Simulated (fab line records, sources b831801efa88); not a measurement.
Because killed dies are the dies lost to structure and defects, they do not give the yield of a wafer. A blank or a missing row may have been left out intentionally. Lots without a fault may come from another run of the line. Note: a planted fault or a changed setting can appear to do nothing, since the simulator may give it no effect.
Matching of chambers :: flow gf180mcu :: GF_M5_ETCH_09 on rieDiel-01: 4 sister chambers
The step etches Si3N4 in CF4/O2, target depth 52 nm, time 11.6 s. 16 wafers are shown with their chamber, then 8 later ones without.

== WAFERS, EACH WITH ITS CHAMBER ==
wafer: L076.1
chamber: 0
drypumpMotorCurrentA (A): 5.6
oesProductAu (a.u.): 1.003
throttleValvePct (%): 5.961

wafer: L076.2
chamber: 2
drypumpMotorCurrentA (A): 5.3
oesProductAu (a.u.): 0.999
throttleValvePct (%): 5.952

wafer: L076.3
chamber: 3
drypumpMotorCurrentA (A): 5.9
oesProductAu (a.u.): 0.990
throttleValvePct (%): 5.983

wafer: L076.4
chamber: 1
drypumpMotorCurrentA (A): 5.0
oesProductAu (a.u.): 1.007
throttleValvePct (%): 5.973

wafer: L076.5
chamber: 0
drypumpMotorCurrentA (A): 5.5
oesProductAu (a.u.): 1.009
throttleValvePct (%): 5.954

wafer: L076.6
chamber: 1
drypumpMotorCurrentA (A): 5.0
oesProductAu (a.u.): 1.005
throttleValvePct (%): 5.988

wafer: L077.3
chamber: 2
drypumpMotorCurrentA (A): 5.2
oesProductAu (a.u.): 1.000
throttleValvePct (%): 5.971

wafer: L077.4
chamber: 1
drypumpMotorCurrentA (A): 5.0
oesProductAu (a.u.): 1.011
throttleValvePct (%): 5.967

wafer: L077.6
chamber: 0
drypumpMotorCurrentA (A): 5.6
oesProductAu (a.u.): 1.001
throttleValvePct (%): 5.963

wafer: L078.1
chamber: 0
drypumpMotorCurrentA (A): 5.6
oesProductAu (a.u.): 1.005
throttleValvePct (%): 5.984

wafer: L078.2
chamber: 3
drypumpMotorCurrentA (A): 5.9
oesProductAu (a.u.): 0.991
throttleValvePct (%): 5.970

wafer: L078.4
chamber: 1
drypumpMotorCurrentA (A): 5.0
oesProductAu (a.u.): 1.010
throttleValvePct (%): 5.959

wafer: L079.2
chamber: 2
drypumpMotorCurrentA (A): 5.2
oesProductAu (a.u.): 1.000
throttleValvePct (%): 5.970

wafer: L079.3
chamber: 0
drypumpMotorCurrentA (A): 5.6
oesProductAu (a.u.): 1.003
throttleValvePct (%): 5.976

wafer: L079.4
chamber: 3
drypumpMotorCurrentA (A): 5.9
oesProductAu (a.u.): 0.995
throttleValvePct (%): 5.973

wafer: L083.1
chamber: 1
drypumpMotorCurrentA (A): 5.0
oesProductAu (a.u.): 0.998
throttleValvePct (%): 5.983

SIGNATURES (averages over the wafers above)
reading: drypumpMotorCurrentA
chamber 0: 5.580
chamber 1: 5.000
chamber 2: 5.233
chamber 3: 5.900
scatter within a chamber: 0.035

reading: oesProductAu
chamber 0: 1.00420
chamber 1: 1.00620
chamber 2: 0.99967
chamber 3: 0.99200
scatter within a chamber: 0.00363

reading: throttleValvePct
chamber 0: 5.96760
chamber 1: 5.97400
chamber 2: 5.96433
chamber 3: 5.97533
scatter within a chamber: 0.011
Rule: a wafer's distance from a chamber is the root of the sum, over the readings, of the square of ((its reading less the chamber's mean) divided by the reading's scatter). If the next closest chamber is less than 2 further off than the closest, the wafer can't be placed; otherwise it belongs to the closest. How the scatter is found: for the shown wafers, subtract from each reading the mean of its chamber, square and add these, divide the total by (wafers less chambers), then take the root.

== WAFERS MISSING THEIR CHAMBER ==
wafer: L083.3
drypumpMotorCurrentA (A): 5.9
oesProductAu (a.u.): 0.992
throttleValvePct (%): 5.970

wafer: L083.6
drypumpMotorCurrentA (A): 5.3
oesProductAu (a.u.): 0.996
throttleValvePct (%): 5.980

wafer: L087.3
drypumpMotorCurrentA (A): 5.9
oesProductAu (a.u.): 0.990
throttleValvePct (%): 5.965

wafer: L087.4
drypumpMotorCurrentA (A): 5.2
oesProductAu (a.u.): 0.983
throttleValvePct (%): 5.973

wafer: L087.6
drypumpMotorCurrentA (A): 5.0
oesProductAu (a.u.): 1.000
throttleValvePct (%): 5.963

wafer: L097.2
drypumpMotorCurrentA (A): 5.0
oesProductAu (a.u.): 1.006
throttleValvePct (%): 5.982

wafer: L097.3
drypumpMotorCurrentA (A): 5.2
oesProductAu (a.u.): 0.994
throttleValvePct (%): 5.991

wafer: L097.5
drypumpMotorCurrentA (A): 5.0
oesProductAu (a.u.): 1.004
throttleValvePct (%): 5.958

== THE CHAMBER EACH PASSED THROUGH ==
wafer: L083.3
from the rows above: 3
in truth: 3

wafer: L083.6
from the rows above: 2
in truth: 2

wafer: L087.3
from the rows above: 3
in truth: 3

wafer: L087.4
from the rows above: 2
in truth: 2

wafer: L087.6
from the rows above: 1
in truth: 1

wafer: L097.2
from the rows above: 1
in truth: 1

wafer: L097.3
from the rows above: 2
in truth: 2

wafer: L097.5
from the rows above: 1
in truth: 1
Correct placement for 8 of the 8. From these rows, 0 cannot be placed. Number placed wrongly: 0.
